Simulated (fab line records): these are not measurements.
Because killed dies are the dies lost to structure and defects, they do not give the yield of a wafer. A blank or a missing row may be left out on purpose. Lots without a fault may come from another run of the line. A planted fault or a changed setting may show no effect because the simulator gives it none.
fab line records || flow sfqLine || part 2 of 2: steps 28 to 39 of 39
[record] {"lots": 5, "wafers": 15, "lastDay": 92}
route steps=325 shown I3@139 M4@148 I4@163 JJ@178
lots with no fault: from the same line, run without faults
startH: the number of hours between the record's first day and the start of the first shown wafer of the lot || waitH: hours since the lot's step before || " unchanged from the row above || L1.1+2: one row covering several wafers at once || - no value, or no start given || * or withheld: withheld || < > ~ a bound
route shown NAME@n: NAME is a module with steps in the file, n the number in the route of the first one || usual: mean/standard deviation taken from wafers without a fault || same: alike in all rows || chamber/n: place in a boat || sites: the reading at each site || _std_site: standard deviation of those values || _edge_site: outer sites' mean less inner sites' || radiusMm: how far each site lies from the wafer's centre || mask NAME#n: copy n || behind: the most recent tool/chamber to have shaped the wafer || hold: why the lot went on hold/how many hours it stayed there/how the hold came to an end || device: whichever transistor did not switch (one of n, p or np) || end of line: the tests these same wafers got at the end of their route || a step without rows: its recipe alone || killed: count of dies lost to structure and defects at first sort (not the wafer's yield) || map: per-die view of a wafer (x killed, . not killed, _ where there is no die)
set.NAME: the setting the step ran with; set.NAME@STEP: the setting that earlier step ran with || model.NAME: the simulator's own value behind a step, which no gauge read
lots seen at some steps along the route; tables by step, rows by wafer
services: from which hour (startH, from the record's first day; less than 0 if before it) a tool's chamber was out of use, for how many hours, and why
[[steps]]
[step SFQ_TRILAYER_I4_VIA_LITHO_COAT_108]
[recipe] {"resist": "BARC", "spinRpm": 3000, "resistThkNm": 62}
{"lot.wafer": "L079.1+5+6", "tool": "lithoTrack-03", "chamber": 0, "startH": 1345.27, "waitH": 1.0}
{"lot.wafer": "L082.1+3+5", "tool": "lithoTrack-03", "chamber": 0, "startH": 1357.27, "waitH": 1.0}
{"lot.wafer": "L085.2+3+5", "tool": "lithoTrack-02", "chamber": 0, "startH": 1384.24, "waitH": 0.8}
{"lot.wafer": "L094.2+3+5", "tool": "lithoTrack-03", "chamber": 0, "startH": 1477.99, "waitH": 0.8}
{"lot.wafer": "L096.3+4+5", "tool": "lithoTrack-03", "chamber": 0, "startH": 1481.04, "waitH": 0.7}
[step SFQ_TRILAYER_I4_VIA_LITHO_COAT_103]
[recipe] {"resist": "KrF", "spinRpm": 3000, "resistThkNm": 650}
{"lot.wafer": "L079.1+5+6", "tool": "lithoTrack-03", "chamber": 0, "startH": 1345.57, "waitH": 0.2}
{"lot.wafer": "L082.1+3+5", "tool": "lithoTrack-03", "chamber": 0, "startH": 1357.57, "waitH": 0.2}
{"lot.wafer": "L085.2+3+5", "tool": "lithoTrack-02", "chamber": 0, "startH": 1384.54, "waitH": 0.2}
{"lot.wafer": "L094.2+3+5", "tool": "lithoTrack-03", "chamber": 0, "startH": 1478.29, "waitH": 0.2}
{"lot.wafer": "L096.3+4+5", "tool": "lithoTrack-03", "chamber": 0, "startH": 1481.34, "waitH": 0.2}
[step SFQ_TRILAYER_I4_VIA_LITHO_SOFTBAKE_107]
[recipe] {"tempC": "withheld", "timeS": "withheld", "resist": "KrF"}
{"lot.wafer": "L079.1+5+6", "tool": "lithoTrack-03", "chamber": 0, "startH": 1345.87, "waitH": 0.2}
{"lot.wafer": "L082.1+3+5", "tool": "lithoTrack-03", "chamber": 0, "startH": 1357.87, "waitH": 0.2}
{"lot.wafer": "L085.2+3+5", "tool": "lithoTrack-02", "chamber": 0, "startH": 1384.82, "waitH": 0.2}
{"lot.wafer": "L094.2+3+5", "tool": "lithoTrack-03", "chamber": 0, "startH": 1478.56, "waitH": 0.2}
{"lot.wafer": "L096.3+4+5", "tool": "lithoTrack-03", "chamber": 0, "startH": 1481.59, "waitH": 0.2}
[step SFQ_TRILAYER_I4_VIA_LITHO_EXPOSE_104]
[recipe] {"maskId": "I4", "na": 0.6, "sourceShape": "conventional", "sigmaOuter": 0.65, "targetCdNm": 700, "doseMj": 21.3}
[same] {"sigmaOuter": 0.65}
{"lot.wafer": "L079.1+5+6", "tool": "krfScanner-02", "chamber": 0, "startH": 1460.16, "waitH": "-", "mask": "I4#0"}
{"lot.wafer": "L082.1+3+5", "tool": "krfScanner-02", "chamber": 0, "startH": 1473.36, "waitH": "-", "mask": "I4#0"}
{"lot.wafer": "L085.2+3+5", "tool": "krfScanner-02", "chamber": 0, "startH": 1496.36, "waitH": "-", "mask": "I4#0"}
{"lot.wafer": "L094.2+3+5", "tool": "krfScanner-01", "chamber": 0, "startH": 1595.81, "waitH": "-", "mask": "I4#0"}
{"lot.wafer": "L096.3+4+5", "tool": "krfScanner-01", "chamber": 0, "startH": 1600.81, "waitH": "-", "mask": "I4#0"}
[step SFQ_TRILAYER_I4_VIA_LITHO_PEB_106]
[recipe] {"pebTempC": 115, "pebTimeS": 60, "resist": "KrF"}
[usual] {"plateTempC": "114.99/0.14"}
{"lot.wafer": "L079.1", "tool": "lithoTrack-02", "chamber": 0, "startH": 1461.36, "waitH": 1.0, "plateTempC": 115.11}
{"lot.wafer": "L079.5", "tool": "lithoTrack-02", "chamber": 0, "startH": 1461.36, "waitH": 1.0, "plateTempC": 115.10}
{"lot.wafer": "L079.6", "tool": "lithoTrack-02", "chamber": 0, "startH": 1461.36, "waitH": 1.0, "plateTempC": 115.15}
{"lot.wafer": "L082.1", "tool": "lithoTrack-04", "chamber": 0, "startH": 1474.56, "waitH": 1.0, "plateTempC": 114.85}
{"lot.wafer": "L082.3", "tool": "lithoTrack-04", "chamber": 0, "startH": 1474.56, "waitH": 1.0, "plateTempC": 114.80}
{"lot.wafer": "L082.5", "tool": "lithoTrack-04", "chamber": 0, "startH": 1474.56, "waitH": 1.0, "plateTempC": 115.06}
{"lot.wafer": "L085.2", "tool": "lithoTrack-04", "chamber": 0, "startH": 1497.38, "waitH": 0.8, "plateTempC": 114.82}
{"lot.wafer": "L085.3", "tool": "lithoTrack-04", "chamber": 0, "startH": 1497.38, "waitH": 0.8, "plateTempC": 114.91}
{"lot.wafer": "L085.5", "tool": "lithoTrack-04", "chamber": 0, "startH": 1497.38, "waitH": 0.8, "plateTempC": 115.07}
{"lot.wafer": "L094.2", "tool": "lithoTrack-03", "chamber": 0, "startH": 1596.84, "waitH": 0.8, "plateTempC": 115.00}
{"lot.wafer": "L094.3", "tool": "lithoTrack-03", "chamber": 0, "startH": 1596.84, "waitH": 0.8, "plateTempC": 114.93}
{"lot.wafer": "L094.5", "tool": "lithoTrack-03", "chamber": 0, "startH": 1596.84, "waitH": 0.8, "plateTempC": 115.00}
{"lot.wafer": "L096.3", "tool": "lithoTrack-04", "chamber": 0, "startH": 1601.66, "waitH": 0.7, "plateTempC": 115.07}
{"lot.wafer": "L096.4", "tool": "lithoTrack-04", "chamber": 0, "startH": 1601.66, "waitH": 0.7, "plateTempC": 115.17}
{"lot.wafer": "L096.5", "tool": "lithoTrack-04", "chamber": 0, "startH": 1601.66, "waitH": 0.7, "plateTempC": 114.92}
[step SFQ_TRILAYER_I4_VIA_LITHO_DEVELOP_105]
[recipe] {"timeS": 60, "resist": "KrF"}
{"lot.wafer": "L079.1+5+6", "tool": "lithoTrack-02", "chamber": 0, "startH": 1461.51, "waitH": 0.1}
{"lot.wafer": "L082.1+3+5", "tool": "lithoTrack-04", "chamber": 0, "startH": 1474.71, "waitH": 0.1}
{"lot.wafer": "L085.2+3+5", "tool": "lithoTrack-04", "chamber": 0, "startH": 1497.53, "waitH": 0.1}
{"lot.wafer": "L094.2+3+5", "tool": "lithoTrack-03", "chamber": 0, "startH": 1596.99, "waitH": 0.1}
{"lot.wafer": "L096.3+4+5", "tool": "lithoTrack-04", "chamber": 0, "startH": 1601.81, "waitH": 0.1}
[step SFQ_I4_OVL_MEAS_928]
[usual] {"I4_OVL": "-3/6.4"}
{"lot.wafer": "L079.1", "tool": "overlay-02", "chamber": "-", "startH": 1461.66, "waitH": 0.1, "I4_OVL[nm]": -5}
{"lot.wafer": "L079.5", "tool": "overlay-02", "chamber": "-", "startH": 1461.66, "waitH": 0.1, "I4_OVL[nm]": -15}
{"lot.wafer": "L079.6", "tool": "overlay-02", "chamber": "-", "startH": 1461.66, "waitH": 0.1, "I4_OVL[nm]": -17}
{"lot.wafer": "L082.1", "tool": "overlay-02", "chamber": "-", "startH": 1474.86, "waitH": 0.1, "I4_OVL[nm]": 1}
{"lot.wafer": "L082.3", "tool": "overlay-02", "chamber": "-", "startH": 1474.86, "waitH": 0.1, "I4_OVL[nm]": 1}
{"lot.wafer": "L082.5", "tool": "overlay-02", "chamber": "-", "startH": 1474.86, "waitH": 0.1, "I4_OVL[nm]": -1}
{"lot.wafer": "L085.2", "tool": "overlay-02", "chamber": "-", "startH": 1497.67, "waitH": 0.1, "I4_OVL[nm]": -11}
{"lot.wafer": "L085.3", "tool": "overlay-02", "chamber": "-", "startH": 1497.67, "waitH": 0.1, "I4_OVL[nm]": -10}
{"lot.wafer": "L085.5", "tool": "overlay-02", "chamber": "-", "startH": 1497.67, "waitH": 0.1, "I4_OVL[nm]": -12}
{"lot.wafer": "L094.2", "tool": "overlay-02", "chamber": "-", "startH": 1597.12, "waitH": 0.1, "I4_OVL[nm]": -17}
{"lot.wafer": "L094.3", "tool": "overlay-02", "chamber": "-", "startH": 1597.12, "waitH": 0.1, "I4_OVL[nm]": -5}
{"lot.wafer": "L094.5", "tool": "overlay-02", "chamber": "-", "startH": 1597.12, "waitH": 0.1, "I4_OVL[nm]": -9}
{"lot.wafer": "L096.3", "tool": "overlay-01", "chamber": "-", "startH": 1601.92, "waitH": 0.1, "I4_OVL[nm]": 8}
{"lot.wafer": "L096.4", "tool": "overlay-01", "chamber": "-", "startH": 1601.92, "waitH": 0.1, "I4_OVL[nm]": 2}
{"lot.wafer": "L096.5", "tool": "overlay-01", "chamber": "-", "startH": 1601.92, "waitH": 0.1, "I4_OVL[nm]": 5}
[step SFQ_TRILAYER_I4_VIA_BARC_OPEN_VIA_ETCH_146]
[recipe] {"maskMaterial": "PR", "chemistry": "O2", "targetDepthNm": 125, "target": "BARC", "sourceW": 500, "biasW": 80, "pressureMtorr": 30, "timeS": 41.7}
[usual] {"drypumpMotorCurrentA": "6.0/0.39", "oesProductAu": "0.685/0.0044"}
{"lot.wafer": "L079.1", "tool": "rieDiel-04", "chamber": 3, "startH": 1461.70, "waitH": 0.0, "drypumpMotorCurrentA": 6.1, "oesProductAu": 0.684, "rfHoursCounterH": 4}
{"lot.wafer": "L079.5", "tool": "rieDiel-04", "chamber": 0, "startH": 1461.70, "waitH": 0.0, "drypumpMotorCurrentA": 5.8, "oesProductAu": 0.677, "rfHoursCounterH": "-"}
{"lot.wafer": "L079.6", "tool": "rieDiel-04", "chamber": 1, "startH": 1461.70, "waitH": 0.0, "drypumpMotorCurrentA": 6.0, "oesProductAu": 0.686, "rfHoursCounterH": "-"}
{"lot.wafer": "L082.1", "tool": "rieDiel-01", "chamber": 2, "startH": 1474.90, "waitH": 0.0, "drypumpMotorCurrentA": 5.9, "oesProductAu": 0.681, "rfHoursCounterH": 21}
{"lot.wafer": "L082.3", "tool": "rieDiel-01", "chamber": 3, "startH": 1474.90, "waitH": 0.0, "drypumpMotorCurrentA": 6.4, "oesProductAu": 0.689, "rfHoursCounterH": 18}
{"lot.wafer": "L082.5", "tool": "rieDiel-01", "chamber": 1, "startH": 1474.90, "waitH": 0.0, "drypumpMotorCurrentA": 6.6, "oesProductAu": 0.685, "rfHoursCounterH": "-"}
{"lot.wafer": "L085.2", "tool": "rieDiel-01", "chamber": 1, "startH": 1497.70, "waitH": 0.0, "drypumpMotorCurrentA": 6.7, "oesProductAu": 0.687, "rfHoursCounterH": 17}
{"lot.wafer": "L085.3", "tool": "rieDiel-01", "chamber": 3, "startH": 1497.70, "waitH": 0.0, "drypumpMotorCurrentA": 6.4, "oesProductAu": 0.687, "rfHoursCounterH": 18}
{"lot.wafer": "L085.5", "tool": "rieDiel-01", "chamber": 0, "startH": 1497.70, "waitH": 0.0, "drypumpMotorCurrentA": 5.6, "oesProductAu": 0.691, "rfHoursCounterH": "-"}
{"lot.wafer": "L094.2", "tool": "rieDiel-01", "chamber": 1, "startH": 1597.15, "waitH": 0.0, "drypumpMotorCurrentA": 6.7, "oesProductAu": 0.685, "rfHoursCounterH": 18}
{"lot.wafer": "L094.3", "tool": "rieDiel-01", "chamber": 0, "startH": 1597.15, "waitH": 0.0, "drypumpMotorCurrentA": 5.5, "oesProductAu": 0.682, "rfHoursCounterH": 15}
{"lot.wafer": "L094.5", "tool": "rieDiel-01", "chamber": 2, "startH": 1597.15, "waitH": 0.0, "drypumpMotorCurrentA": 5.9, "oesProductAu": 0.687, "rfHoursCounterH": "-"}
{"lot.wafer": "L096.3", "tool": "rieDiel-01", "chamber": 3, "startH": 1601.95, "waitH": 0.0, "drypumpMotorCurrentA": 6.4, "oesProductAu": 0.688, "rfHoursCounterH": 19}
{"lot.wafer": "L096.4", "tool": "rieDiel-01", "chamber": 2, "startH": 1601.95, "waitH": 0.0, "drypumpMotorCurrentA": 5.9, "oesProductAu": 0.691, "rfHoursCounterH": 1}
{"lot.wafer": "L096.5", "tool": "rieDiel-01", "chamber": 1, "startH": 1601.95, "waitH": 0.0, "drypumpMotorCurrentA": 6.7, "oesProductAu": 0.688, "rfHoursCounterH": "-"}
[step SFQ_TRILAYER_I4_VIA_ETCH_VIA_ETCH_106]
[recipe] {"target": "SiO2", "stopOn": "Nb", "maskMaterial": "PR", "taperDeg": 20, "chemistry": "CHF3", "targetDepthNm": 260, "sourceW": 500, "biasW": 80, "pressureMtorr": 30, "timeS": "withheld"}
[usual] {"drypumpMotorCurrentA": "6.0/0.39", "oesProductAu": "0.855/0.005"}
{"lot.wafer": "L079.1", "tool": "rieDiel-04", "chamber": 3, "startH": 1461.74, "waitH": 0.0, "drypumpMotorCurrentA": 6.1, "oesProductAu": 0.862}
{"lot.wafer": "L079.5", "tool": "rieDiel-04", "chamber": 0, "startH": 1461.74, "waitH": 0.0, "drypumpMotorCurrentA": 5.8, "oesProductAu": 0.854}
{"lot.wafer": "L079.6", "tool": "rieDiel-04", "chamber": 1, "startH": 1461.74, "waitH": 0.0, "drypumpMotorCurrentA": 6.1, "oesProductAu": 0.859}
{"lot.wafer": "L082.1", "tool": "rieDiel-01", "chamber": 2, "startH": 1474.94, "waitH": 0.0, "drypumpMotorCurrentA": 5.9, "oesProductAu": 0.859}
{"lot.wafer": "L082.3", "tool": "rieDiel-01", "chamber": 3, "startH": 1474.94, "waitH": 0.0, "drypumpMotorCurrentA": 6.4, "oesProductAu": 0.851}
{"lot.wafer": "L082.5", "tool": "rieDiel-01", "chamber": 1, "startH": 1474.94, "waitH": 0.0, "drypumpMotorCurrentA": 6.7, "oesProductAu": 0.849}
{"lot.wafer": "L085.2", "tool": "rieDiel-01", "chamber": 1, "startH": 1497.74, "waitH": 0.0, "drypumpMotorCurrentA": 6.7, "oesProductAu": 0.849}
{"lot.wafer": "L085.3", "tool": "rieDiel-01", "chamber": 3, "startH": 1497.74, "waitH": 0.0, "drypumpMotorCurrentA": 6.4, "oesProductAu": 0.849}
{"lot.wafer": "L085.5", "tool": "rieDiel-01", "chamber": 0, "startH": 1497.74, "waitH": 0.0, "drypumpMotorCurrentA": 5.6, "oesProductAu": 0.850}
{"lot.wafer": "L094.2", "tool": "rieDiel-01", "chamber": 1, "startH": 1597.19, "waitH": 0.0, "drypumpMotorCurrentA": 6.7, "oesProductAu": 0.854}
{"lot.wafer": "L094.3", "tool": "rieDiel-01", "chamber": 0, "startH": 1597.19, "waitH": 0.0, "drypumpMotorCurrentA": 5.6, "oesProductAu": 0.857}
{"lot.wafer": "L094.5", "tool": "rieDiel-01", "chamber": 2, "startH": 1597.19, "waitH": 0.0, "drypumpMotorCurrentA": 5.9, "oesProductAu": 0.856}
{"lot.wafer": "L096.3", "tool": "rieDiel-01", "chamber": 3, "startH": 1601.99, "waitH": 0.0, "drypumpMotorCurrentA": 6.3, "oesProductAu": 0.860}
{"lot.wafer": "L096.4", "tool": "rieDiel-01", "chamber": 2, "startH": 1601.99, "waitH": 0.0, "drypumpMotorCurrentA": 5.9, "oesProductAu": 0.858}
{"lot.wafer": "L096.5", "tool": "rieDiel-01", "chamber": 1, "startH": 1601.99, "waitH": 0.0, "drypumpMotorCurrentA": 6.7, "oesProductAu": 0.848}
[step SFQ_TRILAYER_I4_VIA_STRIP_STRIP_107]
[recipe] {"gas": "O2", "powerW": 200, "platenTempC": 40, "overashFraction": 0.65, "chemistry": "O2", "pressureMtorr": 50}
[usual] {"drypumpMotorCurrentA": "5.49/0.25", "oesProductAu": "1.000/0.0064"}
[same] {"overashFraction": 0.65}
{"lot.wafer": "L079.1", "tool": "rieMetal-02", "chamber": 0, "startH": 1461.85, "waitH": "-", "drypumpMotorCurrentA": 5.96, "oesProductAu": 0.993, "rfHoursCounterH": 107}
{"lot.wafer": "L079.5", "tool": "rieMetal-02", "chamber": 1, "startH": 1461.85, "waitH": "-", "drypumpMotorCurrentA": 5.74, "oesProductAu": 0.994, "rfHoursCounterH": "-"}
{"lot.wafer": "L079.6", "tool": "rieMetal-02", "chamber": 0, "startH": 1461.85, "waitH": "-", "drypumpMotorCurrentA": 5.99, "oesProductAu": 0.993, "rfHoursCounterH": "-"}
{"lot.wafer": "L082.1", "tool": "rieMetal-04", "chamber": 0, "startH": 1475.05, "waitH": "-", "drypumpMotorCurrentA": 5.18, "oesProductAu": 1.000, "rfHoursCounterH": 29}
{"lot.wafer": "L082.3", "tool": "rieMetal-04", "chamber": 0, "startH": 1475.05, "waitH": "-", "drypumpMotorCurrentA": 5.16, "oesProductAu": 1.004, "rfHoursCounterH": "-"}
{"lot.wafer": "L082.5", "tool": "rieMetal-04", "chamber": 0, "startH": 1475.05, "waitH": "-", "drypumpMotorCurrentA": 5.18, "oesProductAu": 1.008, "rfHoursCounterH": "-"}
{"lot.wafer": "L085.2", "tool": "rieMetal-04", "chamber": 0, "startH": 1497.85, "waitH": "-", "drypumpMotorCurrentA": 5.18, "oesProductAu": 1.008, "rfHoursCounterH": 32}
{"lot.wafer": "L085.3", "tool": "rieMetal-04", "chamber": 0, "startH": 1497.85, "waitH": "-", "drypumpMotorCurrentA": 5.17, "oesProductAu": 1.011, "rfHoursCounterH": "-"}
{"lot.wafer": "L085.5", "tool": "rieMetal-04", "chamber": 0, "startH": 1497.85, "waitH": "-", "drypumpMotorCurrentA": 5.17, "oesProductAu": 1.004, "rfHoursCounterH": "-"}
{"lot.wafer": "L094.2", "tool": "rieMetal-04", "chamber": 1, "startH": 1597.50, "waitH": "-", "drypumpMotorCurrentA": 5.36, "oesProductAu": 0.993, "rfHoursCounterH": "-"}
{"lot.wafer": "L094.3", "tool": "rieMetal-04", "chamber": 1, "startH": 1597.50, "waitH": "-", "drypumpMotorCurrentA": 5.36, "oesProductAu": 1.007, "rfHoursCounterH": "-"}
{"lot.wafer": "L094.5", "tool": "rieMetal-04", "chamber": 1, "startH": 1597.50, "waitH": "-", "drypumpMotorCurrentA": 5.33, "oesProductAu": 0.994, "rfHoursCounterH": "-"}
{"lot.wafer": "L096.3", "tool": "rieMetal-02", "chamber": 0, "startH": 1602.30, "waitH": "-", "drypumpMotorCurrentA": 6.00, "oesProductAu": 0.992, "rfHoursCounterH": "-"}
{"lot.wafer": "L096.4", "tool": "rieMetal-02", "chamber": 1, "startH": 1602.30, "waitH": "-", "drypumpMotorCurrentA": 5.74, "oesProductAu": 0.995, "rfHoursCounterH": "-"}
{"lot.wafer": "L096.5", "tool": "rieMetal-02", "chamber": 0, "startH": 1602.30, "waitH": "-", "drypumpMotorCurrentA": 5.96, "oesProductAu": 1.002, "rfHoursCounterH": "-"}
[step SFQ_TRILAYER_I4_VIA_STRIP_SOLV_CLEAN_108]
[recipe] {"chemistry": "NMP", "tempC": 70, "timeS": 600}
[usual] {"tempC": "70.01/0.13"}
{"lot.wafer": "L079.1", "tool": "wetBench-01", "chamber": 7, "startH": 1462.45, "waitH": 0.4, "tempC": 70.17}
{"lot.wafer": "L079.5", "tool": "wetBench-01", "chamber": 2, "startH": 1462.45, "waitH": 0.4, "tempC": 70.03}
{"lot.wafer": "L079.6", "tool": "wetBench-01", "chamber": 3, "startH": 1462.45, "waitH": 0.4, "tempC": 70.10}
{"lot.wafer": "L082.1", "tool": "wetBench-04", "chamber": 3, "startH": 1475.65, "waitH": 0.4, "tempC": 70.04}
{"lot.wafer": "L082.3", "tool": "wetBench-04", "chamber": 2, "startH": 1475.65, "waitH": 0.4, "tempC": 69.67}
{"lot.wafer": "L082.5", "tool": "wetBench-04", "chamber": 5, "startH": 1475.65, "waitH": 0.4, "tempC": 69.77}
{"lot.wafer": "L085.2", "tool": "wetBench-01", "chamber": 5, "startH": 1498.45, "waitH": 0.4, "tempC": 69.84}
{"lot.wafer": "L085.3", "tool": "wetBench-01", "chamber": 7, "startH": 1498.45, "waitH": 0.4, "tempC": 70.16}
{"lot.wafer": "L085.5", "tool": "wetBench-01", "chamber": 4, "startH": 1498.45, "waitH": 0.4, "tempC": 70.01}
{"lot.wafer": "L094.2", "tool": "wetBench-01", "chamber": 0, "startH": 1598.50, "waitH": 0.8, "tempC": 70.07}
{"lot.wafer": "L094.3", "tool": "wetBench-01", "chamber": 1, "startH": 1598.50, "waitH": 0.8, "tempC": 70.03}
{"lot.wafer": "L094.5", "tool": "wetBench-01", "chamber": 6, "startH": 1598.50, "waitH": 0.8, "tempC": 69.88}
{"lot.wafer": "L096.3", "tool": "wetBench-03", "chamber": 3, "startH": 1602.70, "waitH": 0.2, "tempC": 69.87}
{"lot.wafer": "L096.4", "tool": "wetBench-03", "chamber": 5, "startH": 1602.70, "waitH": 0.2, "tempC": 69.95}
{"lot.wafer": "L096.5", "tool": "wetBench-03", "chamber": 1, "startH": 1602.70, "waitH": 0.2, "tempC": 69.90}
[step SFQ_TRILAYER_JJ_TRILAYER_DEP_PRE_CLEAN_113]
[recipe] {"gas": "Ar", "timeS": 22.5, "biasV": 250}
{"lot.wafer": "L079.1+5+6", "tool": "pvdSputter-04", "chamber": "-", "startH": 1462.62, "waitH": 0.0}
{"lot.wafer": "L082.1+3+5", "tool": "pvdSputter-06", "chamber": "-", "startH": 1475.82, "waitH": 0.0}
{"lot.wafer": "L085.2+3+5", "tool": "pvdSputter-04", "chamber": "-", "startH": 1498.62, "waitH": 0.0}
{"lot.wafer": "L094.2+3+5", "tool": "pvdSputter-03", "chamber": "-", "startH": 1598.68, "waitH": 0.0}
{"lot.wafer": "L096.3+4+5", "tool": "pvdSputter-03", "chamber": "-", "startH": 1602.88, "waitH": 0.0}
[[services]]
{"tool": "rieMetal-04", "chamber": 0, "startH": 1058.15, "hours": 8.0, "kind": "repair"}
{"tool": "krfScanner-02", "chamber": "-", "startH": 1060.39, "hours": 1.3, "kind": "pm"}
{"tool": "krfScanner-02", "chamber": "-", "startH": 1073.27, "hours": 0.7, "kind": "repair"}
{"tool": "krfScanner-02", "chamber": "-", "startH": 1085.84, "hours": 0.2, "kind": "repair"}
{"tool": "krfScanner-02", "chamber": "-", "startH": 1099.23, "hours": 0.8, "kind": "pm"}
{"tool": "rieMetal-04", "chamber": "-", "startH": 1138.42, "hours": 2.8, "kind": "pm"}
{"tool": "krfScanner-02", "chamber": "-", "startH": 1143.94, "hours": 0.3, "kind": "repair"}
{"tool": "rieMetal-04", "chamber": "-", "startH": 1154.67, "hours": 0.7, "kind": "repair"}
{"tool": "krfScanner-02", "chamber": "-", "startH": 1212.44, "hours": 1.0, "kind": "pm"}
{"tool": "krfScanner-02", "chamber": "-", "startH": 1236.29, "hours": 1.3, "kind": "pm"}
{"tool": "krfScanner-02", "chamber": "-", "startH": 1267.51, "hours": 0.8, "kind": "pm"}
{"tool": "krfScanner-02", "chamber": "-", "startH": 1304.02, "hours": 1.6, "kind": "repair"}
{"tool": "rieMetal-04", "chamber": 0, "startH": 1340.94, "hours": 4.4, "kind": "repair"}
{"tool": "krfScanner-02", "chamber": "-", "startH": 1382.10, "hours": 1.0, "kind": "pm"}
{"tool": "krfScanner-02", "chamber": "-", "startH": 1383.10, "hours": 0.8, "kind": "pm"}
{"tool": "krfScanner-02", "chamber": "-", "startH": 1412.19, "hours": 1.3, "kind": "pm"}
{"tool": "krfScanner-02", "chamber": "-", "startH": 1437.00, "hours": 0.8, "kind": "pm"}
{"tool": "rieMetal-04", "chamber": "-", "startH": 1478.09, "hours": 0.1, "kind": "repair"}
{"tool": "krfScanner-02", "chamber": "-", "startH": 1515.36, "hours": 3.6, "kind": "pm"}
{"tool": "krfScanner-02", "chamber": "-", "startH": 1539.54, "hours": 6.8, "kind": "repair"}
{"tool": "krfScanner-02", "chamber": "-", "startH": 1551.23, "hours": 1.0, "kind": "pm"}
{"tool": "rieMetal-04", "chamber": "-", "startH": 1558.39, "hours": 15.6, "kind": "pm"}
{"tool": "krfScanner-02", "chamber": "-", "startH": 1584.33, "hours": 4.0, "kind": "pm"}
{"tool": "krfScanner-02", "chamber": "-", "startH": 1593.15, "hours": 1.3, "kind": "pm"}
